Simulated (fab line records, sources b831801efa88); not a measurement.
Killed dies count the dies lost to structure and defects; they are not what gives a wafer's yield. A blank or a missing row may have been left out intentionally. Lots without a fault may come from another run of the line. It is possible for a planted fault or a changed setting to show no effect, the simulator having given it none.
fab line records    flow sky130
[record] lots = 14  wafers = 42  lastDay = 50
route steps=708 shown CONTACT@424 METAL1@449 VIA4@639 PAD_OPEN@708
lots that met no fault: taken from a fault-free run of the same line
startH: the number of hours between the record's first day and the start of the first shown wafer of the lot    waitH: hours from the lot's prior step to this one    " repeats the value in the row above    L1.1+2: several wafers, shown together as one row    - no value, or no start was given    * or withheld: withheld    < > ~ a bound
route shown NAME@n: names a module that has steps shown in the file, with the first one's number in the route    usual: average and standard deviation across the fault-free wafers    same: alike in all rows    chamber/n: place in a boat    sites: per-site readings    _std_site: standard deviation across them    _edge_site: mean of outer sites minus mean of inner sites    radiusMm: for every site, how far away it sits from the centre of the wafer    mask NAME#n: copy n    behind: tool/chamber where the wafer was last shaped    hold: why the lot went on hold/how many hours it stayed there/how the hold came to an end    device: whichever transistor did not switch (one of n, p or np)    end of line: tests run on the same wafers once the route is complete    where a step has no rows: the recipe by itself    killed: dies lost to structure and defects at the first sort, not the wafer's yield    map: dies across one wafer; x = killed, . = not, _ = none there
set.NAME: the setting that was run; set.NAME@STEP: the one run at that earlier step    model.NAME: the simulator's own value behind a step, which no gauge read
a sample of lots followed through the steps of the route, with each step as a table and each wafer as a row
services: from which hour (startH, from the record's first day; less than 0 if before it) a tool's chamber was out of use, for how many hours, and why
[[steps]]
[step SKY_CONTACT_ETCH_18]
[recipe] target = Si3N4  chemistry = CHF3/O2  stopOn = TiN  sourceW = 600  biasW = 200  pressureMtorr = 40  chf3FlowSccm = 50  O2_flow_sccm = 5  timeS = 39  targetDepthA = 750
[usual] drypumpMotorCurrentA = 5.7/0.39  oesProductAu = 0.857/0.0078  throttleValvePct = 8.794/0.0095
lot.wafer  tool        chamber  startH  waitH  drypumpMotorCurrentA  oesProductAu  rfHoursCounterH  throttleValvePct
L326.3     rieDiel-02  3        -       -      5.4                   0.843         5                8.801
L326.4     "           2        "       "      5.4                   0.848         -                8.782
L326.5     "           1        "       "      6.0                   0.867         -                8.793
L328.2     rieDiel-01  1        -       -      6.2                   0.844         21               8.783
L328.4     "           3        "       "      6.2                   0.858         10               8.776
L328.5     "           3        "       "      6.2                   0.856         -                8.795
L329.4     rieDiel-02  0        -       -      5.7                   0.856         0                8.791
L329.5     "           2        "       "      5.4                   0.860         -                8.778
L329.6     "           1        "       "      6.0                   0.848         -                8.786
L333.2     rieDiel-01  2        -       -      4.8                   0.860         16               8.805
L333.3     "           0        "       "      6.2                   0.847         22               8.794
L333.6     "           1        "       "      6.2                   0.849         -                8.809
L334.3     rieDiel-02  2        -       -      5.4                   0.850         12               8.790
L334.5     "           1        "       "      6.0                   0.862         -                8.793
L334.6     "           2        "       "      5.4                   0.862         -                8.786
L336.4     rieDiel-03  0        -       -      6.2                   0.861         11               8.789
L336.5     "           2        "       "      5.3                   0.869         -                8.797
L336.6     "           1        "       "      5.8                   0.854         -                8.796
L338.2     rieDiel-03  1        -       -      5.9                   0.854         13               8.776
L338.4     "           2        "       "      5.3                   0.860         18               8.784
L338.5     "           3        "       "      5.7                   0.849         -                8.797
L341.2     rieDiel-03  3        -       -      5.7                   0.852         11               8.793
L341.4     "           2        "       "      5.3                   0.869         18               8.807
L341.5     "           0        "       "      6.1                   0.851         -                8.791
L342.1     rieDiel-03  3        -       -      5.7                   0.850         11               8.797
L342.5     "           0        "       "      6.1                   0.861         -                8.813
L342.6     "           3        "       "      5.7                   0.853         -                8.792
L343.1     rieDiel-01  2        -       -      4.8                   0.850         18               8.788
L343.5     "           2        "       "      4.8                   0.856         -                8.787
L343.6     "           1        "       "      6.2                   0.859         -                8.805
L344.1     rieDiel-02  3        -       -      5.4                   0.857         10               8.781
L344.3     "           0        "       "      5.6                   0.857         4                8.809
L344.5     "           1        "       "      6.0                   0.861         -                8.788
L347.2     rieDiel-03  0        -       -      6.2                   0.847         14               8.812
L347.5     "           1        "       "      5.9                   0.856         -                8.788
L347.6     "           0        "       "      6.1                   0.864         -                8.805
L348.1     rieDiel-01  0        -       -      6.2                   0.843         26               8.781
L348.2     "           1        "       "      6.2                   0.854         26               8.799
L348.5     "           2        "       "      4.8                   0.865         -                8.788
L349.2     rieDiel-02  2        -       -      5.4                   0.863         16               8.790
L349.3     "           3        "       "      5.4                   0.858         11               8.806
L349.6     "           0        "       "      5.7                   0.856         -                8.812
[step SKY_METAL1_CD_MEAS_15]
[recipe] targetCdNm = 140
[usual] cdNm = 139.5/1.5
lot.wafer  tool      chamber  startH  waitH  cdNm
L326.3     cdSem-02  -        763.29  -      141.8
L326.4     "         -        "       "      142.2
L326.5     "         -        "       "      141.5
L328.2     cdSem-01  -        771.92  -      136.7
L328.4     "         -        "       "      136.5
L328.5     "         -        "       "      136.5
L329.4     cdSem-02  -        780.92  -      139.2
L329.5     "         -        "       "      138.3
L329.6     "         -        "       "      138.5
L333.2     cdSem-02  -        818.55  -      138.5
L333.3     "         -        "       "      138.6
L333.6     "         -        "       "      139.1
L334.3     cdSem-02  -        828.09  -      140.2
L334.5     "         -        "       "      140.7
L334.6     "         -        "       "      142.9
L336.4     cdSem-01  -        841.76  -      141.4
L336.5     "         -        "       "      138.9
L336.6     "         -        "       "      140.0
L338.2     cdSem-02  -        857.15  -      138.2
L338.4     "         -        "       "      138.9
L338.5     "         -        "       "      138.5
L341.2     cdSem-02  -        874.55  -      141.5
L341.4     "         -        "       "      140.6
L341.5     "         -        "       "      142.2
L342.1     cdSem-01  -        886.12  -      140.7
L342.5     "         -        "       "      142.1
L342.6     "         -        "       "      141.7
L343.1     cdSem-02  -        894.30  -      137.3
L343.5     "         -        "       "      139.2
L343.6     "         -        "       "      138.8
L344.1     cdSem-02  -        904.00  -      140.0
L344.3     "         -        "       "      139.4
L344.5     "         -        "       "      140.0
L347.2     cdSem-02  -        917.89  -      139.6
L347.5     "         -        "       "      137.0
L347.6     "         -        "       "      139.5
L348.1     cdSem-02  -        927.73  -      140.5
L348.2     "         -        "       "      139.6
L348.5     "         -        "       "      139.1
L349.2     cdSem-02  -        933.54  -      139.9
L349.3     "         -        "       "      139.5
L349.6     "         -        "       "      139.6
[step SKY_METAL1_OVL_MEAS_16]
[usual] METAL1_OVL = -5/5.1
lot.wafer  tool        chamber  startH  waitH  METAL1_OVL[nm]
L326.3     overlay-02  -        763.38  0.1    -16
L326.4     "           -        "       "      -17
L326.5     "           -        "       "      -8
L328.2     overlay-01  -        772.03  0.1    -16
L328.4     "           -        "       "      -12
L328.5     "           -        "       "      -5
L329.4     overlay-01  -        781.00  0.1    -5
L329.5     "           -        "       "      2
L329.6     "           -        "       "      -3
L333.2     overlay-01  -        818.66  0.1    1
L333.3     "           -        "       "      -12
L333.6     "           -        "       "      -7
L334.3     overlay-01  -        828.18  0.1    -13
L334.5     "           -        "       "      -15
L334.6     "           -        "       "      -10
L336.4     overlay-01  -        841.84  0.1    -1
L336.5     "           -        "       "      3
L336.6     "           -        "       "      -5
L338.2     overlay-02  -        857.26  0.1    2
L338.4     "           -        "       "      -5
L338.5     "           -        "       "      1
L341.2     overlay-02  -        874.66  0.1    -2
L341.4     "           -        "       "      -7
L341.5     "           -        "       "      -6
L342.1     overlay-01  -        886.24  0.1    3
L342.5     "           -        "       "      6
L342.6     "           -        "       "      2
L343.1     overlay-02  -        894.42  0.1    0
L343.5     "           -        "       "      -4
L343.6     "           -        "       "      -7
L344.1     overlay-02  -        904.12  0.1    -6
L344.3     "           -        "       "      -3
L344.5     "           -        "       "      -6
L347.2     overlay-01  -        917.99  0.1    -4
L347.5     "           -        "       "      -6
L347.6     "           -        "       "      -10
L348.1     overlay-02  -        927.85  0.1    -12
L348.2     "           -        "       "      -1
L348.5     "           -        "       "      -7
L349.2     overlay-01  -        933.64  0.1    -10
L349.3     "           -        "       "      -2
L349.6     "           -        "       "      -5
[step SKY_VIA4_HDPCVD_00]
[recipe] material = SiO2  targetThkNm = 1750  sigmaOpenFrac = 0.3  timeS = 291.7  tempC = 400  sih4FlowSccm = 60  pressureMtorr = 6
[usual] pressureMtorr = 6.001/0.012  runLengthS = 319.6/0.6
lot.wafer  tool       chamber  startH   waitH  pressureMtorr  runLengthS
L326.3     hdpcvd-01  0        979.41   0.0    5.998          318.4
L326.4     "          1        "        "      6.003          319.8
L326.5     "          0        "        "      6.011          319.1
L328.2     hdpcvd-01  1        987.23   0.0    5.988          319.0
L328.4     "          1        "        "      5.997          319.0
L328.5     "          2        "        "      6.002          319.9
L329.4     hdpcvd-01  0        994.38   0.1    5.995          318.4
L329.5     "          1        "        "      6.003          319.1
L329.6     "          2        "        "      6.016          319.6
L333.2     hdpcvd-01  2        1027.19  0.0    6.025          319.7
L333.3     "          0        "        "      6.012          318.4
L333.6     "          0        "        "      6.005          319.4
L334.3     hdpcvd-02  0        1036.33  0.0    5.984          320.2
L334.5     "          2        "        "      5.992          319.5
L334.6     "          1        "        "      5.988          320.0
L336.4     hdpcvd-02  0        1044.93  0.1    5.992          320.2
L336.5     "          1        "        "      5.984          319.7
L336.6     "          2        "        "      5.998          319.7
L338.2     hdpcvd-01  2        1060.98  0.0    6.002          320.0
L338.4     "          1        "        "      5.998          318.8
L338.5     "          0        "        "      6.014          319.4
L341.2     hdpcvd-02  2        1074.83  0.0    -              -
L341.4     "          0        "        "      -              -
L341.5     "          1        "        "      -              -
L342.1     hdpcvd-02  0        1085.17  0.0    -              -
L342.5     "          2        "        "      -              -
L342.6     "          0        "        "      -              -
L343.1     hdpcvd-02  0        1092.06  0.0    -              -
L343.5     "          1        "        "      -              -
L343.6     "          2        "        "      -              -
L344.1     hdpcvd-02  1        1101.23  0.0    5.998          320.2
L344.3     "          2        "        "      6.018          319.9
L344.5     "          1        "        "      5.978          320.4
L347.2     hdpcvd-01  0        1109.82  0.0    6.007          318.5
L347.5     "          1        "        "      5.995          319.6
L347.6     "          2        "        "      6.009          319.4
L348.1     hdpcvd-02  0        1118.69  0.0    6.013          320.2
L348.2     "          1        "        "      6.002          320.0
L348.5     "          2        "        "      6.007          319.5
L349.2     hdpcvd-02  2        1124.06  0.0    5.991          319.6
L349.3     "          1        "        "      6.003          320.2
L349.6     "          0        "        "      5.990          320.0
[step SKY_PAD_OPEN_PROBE_99]
[usual] defectLimitedYield = 82.8/1.8  killed_at_M0_to_M3 = 43/6.3  killed_at_M4_up = 3.1/1.9  killedAtContacts = 24/5.1  killedAtFrontEnd = 14/4.3  killedAtOther = 0.3/0.53  killedDies = 85/8.8  killedOnRim = 17/3.9  killedOpen = 46/7.1  killedShort = 38/5.9  sort_bin_3_pad_short = 0.8/0.41  sort_bin_5_function = 10.4/1.5  sort_bin_6_memory = 6.1/1.1  sortNPass = 407/8.8  sortYieldPct = 82.8/1.8
[same] grossDies = 492  killedAtBackSide = 0  sort_bin_4_leakage[%] = 0  sort_bin_8_speed[%] = 0
lot.wafer  tool       chamber  startH   waitH  defectLimitedYield[%]  killed_at_M0_to_M3  killed_at_M4_up  killedAtContacts  killedAtFrontEnd  killedAtOther  killedDies  killedOnRim  killedOpen  killedShort  sort_bin_3_pad_short[%]  sort_bin_5_function[%]  sort_bin_6_memory[%]  sortNPass  sortYieldPct[%]
L333.2     prober-02  -        1118.52  0.1    83.3                   43                  4                26                9                 0              82          14           47          35           1.6                      10.6                    4.5                   410        83.3
L333.3     prober-02  -        1118.57  0.2    79.7                   49                  4                33                14                0              100         22           60          40           1.0                      12.4                    6.9                   392        79.7
L333.6     prober-02  -        1118.72  0.2    82.1                   55                  3                14                16                0              88          19           50          38           1.0                      10.4                    6.5                   404        82.1
L338.2     prober-01  -        1145.50  0.1    82.7                   46                  2                18                19                0              85          19           45          40           0.4                      10.2                    6.7                   407        82.7
L338.4     prober-01  -        1145.60  0.2    84.3                   41                  4                21                11                0              77          18           41          36           0.2                      10.2                    5.3                   415        84.3
L338.5     prober-01  -        1145.65  0.2    81.3                   42                  2                27                20                1              92          19           41          51           1.4                      11.8                    5.5                   400        81.3
L344.1     prober-01  -        1179.32  0.1    85.6                   44                  4                13                10                0              71          12           36          35           1.0                      7.9                     5.5                   421        85.6
L344.3     prober-01  -        1179.42  0.2    82.9                   40                  3                25                16                0              84          27           40          44           0.2                      8.9                     7.9                   408        82.9
L344.5     prober-01  -        1179.52  0.2    84.3                   33                  3                24                17                0              77          14           45          32           0.8                      10.2                    4.7                   415        84.3
L347.2     prober-02  -        1187.95  0.1    85.0                   37                  3                28                5                 1              74          18           39          34           0.4                      8.7                     5.9                   418        85.0
L347.5     prober-02  -        1188.10  0.2    80.3                   45                  1                32                18                1              97          13           47          50           1.0                      10.2                    8.5                   395        80.3
L347.6     prober-02  -        1188.15  0.2    81.7                   43                  1                38                8                 0              90          23           46          43           0.6                      10.4                    7.3                   402        81.7
L349.2     prober-01  -        1198.67  0.1    83.1                   50                  2                21                10                0              83          18           49          34           0.8                      11.8                    4.3                   409        83.1
L349.3     prober-01  -        1198.72  0.2    83.7                   39                  2                22                17                0              80          16           46          34           0.6                      10.4                    5.3                   412        83.7
L349.6     prober-01  -        1198.87  0.2    81.5                   46                  4                24                17                0              91          24           51          40           1.0                      11.0                    6.5                   401        81.5
// killed by level:class
L333.2 CONTACT:geometricParticle:short=8 VIA1:geometricParticle:open=7 VIA2:geometricParticle:open=7 VIA3:geometricParticle:open=7 LI_CONTACT:geometricParticle:open=6 CONTACT:geometricParticle:open=6 LOCAL_INTERCONNECT:geometricParticle:short=5 VIA1:geometricParticle:short=5
L333.3 CONTACT:geometricParticle:open=12 VIA1:geometricParticle:open=11 VIA2:geometricParticle:open=10 LI_CONTACT:geometricParticle:open=8 VIA1:geometricParticle:short=7 LOCAL_INTERCONNECT:geometricParticle:short=6 METAL2:geometricParticle:short=6 VIA3:geometricParticle:open=4
L333.6 VIA1:geometricParticle:open=19 VIA1:geometricParticle:short=8 METAL1:geometricParticle:short=8 METAL2:geometricParticle:short=7 FIELD_ISO:geometricParticle:open=6 VIA2:geometricParticle:open=6 LI_CONTACT:geometricParticle:open=5 CONTACT:geometricParticle:open=4
L338.2 VIA1:geometricParticle:open=10 FIELD_ISO:geometricParticle:short=8 METAL1:geometricParticle:short=8 CONTACT:geometricParticle:open=8 LI_CONTACT:geometricParticle:open=7 VIA2:geometricParticle:open=7 METAL2:geometricParticle:short=6 VIA1:geometricParticle:short=6
L338.4 VIA1:geometricParticle:open=12 CONTACT:geometricParticle:open=8 METAL1:geometricParticle:short=7 LI_CONTACT:geometricParticle:open=6 VIA3:geometricParticle:short=5 FIELD_ISO:geometricParticle:short=4 LOCAL_INTERCONNECT:geometricParticle:short=4 VIA1:geometricParticle:short=4
L338.5 LI_CONTACT:geometricParticle:open=9 CONTACT:geometricParticle:open=9 METAL1:geometricParticle:short=8 VIA1:geometricParticle:open=8 LOCAL_INTERCONNECT:geometricParticle:short=7 FIELD_ISO:geometricParticle:open=5 METAL3:geometricParticle:short=5 VIA1:geometricParticle:short=5
L344.1 VIA1:geometricParticle:open=7 METAL2:geometricParticle:short=7 METAL1:geometricParticle:short=7 VIA1:geometricParticle:short=5 VIA3:geometricParticle:open=5 LOCAL_INTERCONNECT:geometricParticle:short=4 FIELD_ISO:geometricParticle:open=3 LI_CONTACT:geometricParticle:open=3
L344.3 CONTACT:geometricParticle:open=9 FIELD_ISO:geometricParticle:short=7 VIA1:geometricParticle:open=7 LI_CONTACT:geometricParticle:open=7 VIA1:geometricParticle:short=7 VIA3:geometricParticle:open=6 POLY_GATE:geometricParticle:short=5 VIA2:geometricParticle:open=5
L344.5 CONTACT:geometricParticle:open=11 VIA2:geometricParticle:open=7 VIA1:geometricParticle:open=6 FIELD_ISO:geometricParticle:open=4 FIELD_ISO:geometricParticle:short=4 LI_CONTACT:geometricParticle:open=4 VIA3:geometricParticle:open=4 METAL2:geometricParticle:short=4
L347.2 CONTACT:geometricParticle:open=10 CONTACT:geometricParticle:short=9 VIA3:geometricParticle:open=7 VIA2:geometricParticle:open=6 LI_CONTACT:geometricParticle:open=5 VIA1:geometricParticle:short=5 VIA1:geometricParticle:open=5 METAL1:geometricParticle:short=3
L347.5 CONTACT:geometricParticle:open=11 VIA3:geometricParticle:open=8 VIA1:geometricParticle:open=8 CONTACT:geometricParticle:short=8 VIA1:geometricParticle:short=8 FIELD_ISO:geometricParticle:short=6 LI_CONTACT:geometricParticle:open=6 VIA2:geometricParticle:open=6
L347.6 CONTACT:geometricParticle:open=12 LI_CONTACT:geometricParticle:open=11 VIA1:geometricParticle:open=10 METAL2:geometricParticle:short=9 LOCAL_INTERCONNECT:geometricParticle:short=6 VIA2:geometricParticle:open=5 LI_CONTACT:geometricParticle:short=4 CONTACT:geometricParticle:short=4
L349.2 VIA2:geometricParticle:open=10 VIA3:geometricParticle:open=10 VIA1:geometricParticle:open=9 CONTACT:geometricParticle:open=9 VIA2:geometricParticle:short=6 LI_CONTACT:geometricParticle:short=4 METAL2:geometricParticle:short=4 FIELD_ISO:geometricParticle:open=3
L349.3 VIA1:geometricParticle:open=7 CONTACT:geometricParticle:open=7 VIA3:geometricParticle:open=7 VIA2:geometricParticle:open=7 LI_CONTACT:geometricParticle:open=5 METAL2:geometricParticle:short=5 CONTACT:geometricParticle:short=5 FIELD_ISO:geometricParticle:short=4
L349.6 VIA3:geometricParticle:open=13 LI_CONTACT:geometricParticle:open=7 CONTACT:geometricParticle:open=7 VIA2:geometricParticle:open=7 VIA1:geometricParticle:open=6 METAL1:geometricParticle:short=6 LOCAL_INTERCONNECT:geometricParticle:short=5 FIELD_ISO:geometricParticle:open=4
[[services]]
tool        chamber  startH   hours  kind
rieDiel-03  3        713.05   9.3    repair
hdpcvd-01   2        735.22   5.7    repair
rieDiel-02  3        764.69   3.4    repair
rieDiel-03  0        792.33   14.0   repair
hdpcvd-01   2        795.01   5.4    repair
hdpcvd-02   -        838.91   2.1    repair
rieDiel-03  1        862.36   25.6   repair
hdpcvd-01   2        876.66   20.1   repair
rieDiel-03  -        881.04   0.2    repair
hdpcvd-02   2        895.21   5.1    repair
hdpcvd-02   -        896.39   0.6    repair
rieDiel-02  1        907.24   4.4    repair
rieDiel-03  3        907.79   4.5    repair
hdpcvd-01   1        914.88   11.4   repair
rieDiel-03  0        923.08   4.2    repair
hdpcvd-02   -        950.25   15.0   pm
rieDiel-03  2        976.40   111.1  repair
rieDiel-02  -        1001.26  2.8    pm
hdpcvd-01   1        1012.48  8.9    repair
hdpcvd-02   -        1021.71  0.3    repair
hdpcvd-02   -        1075.82  0.4    repair
rieDiel-02  3        1078.38  1.7    repair
rieDiel-02  3        1086.09  7.0    repair
rieDiel-03  -        1099.51  0.1    repair
[[key]]
[firstSign] step = SKY_VIA4_HDPCVD_00  reading = toolRecord  direction = missing
effect none on later readings
metAt SKY_VIA4_HDPCVD_00
struckLots L341,L342,L343
scrappedBehind SKY_VIA4_THK_MEAS_01 L341.2,L341.4,L341.5,L342.1,L342.5,L342.6,L343.1,L343.5,L343.6
notActingAt SKY_CONTACT_ETCH_18,SKY_METAL1_CD_MEAS_15,SKY_METAL1_OVL_MEAS_16
onsetBetween 1044.93 1074.83
[fault] kind = skippedStepWhole  tool = hdpcvd-02  chamber = -  onsetH = 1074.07  steps = SKY_VIA4_HDPCVD_00  scope = struckLotsOnly
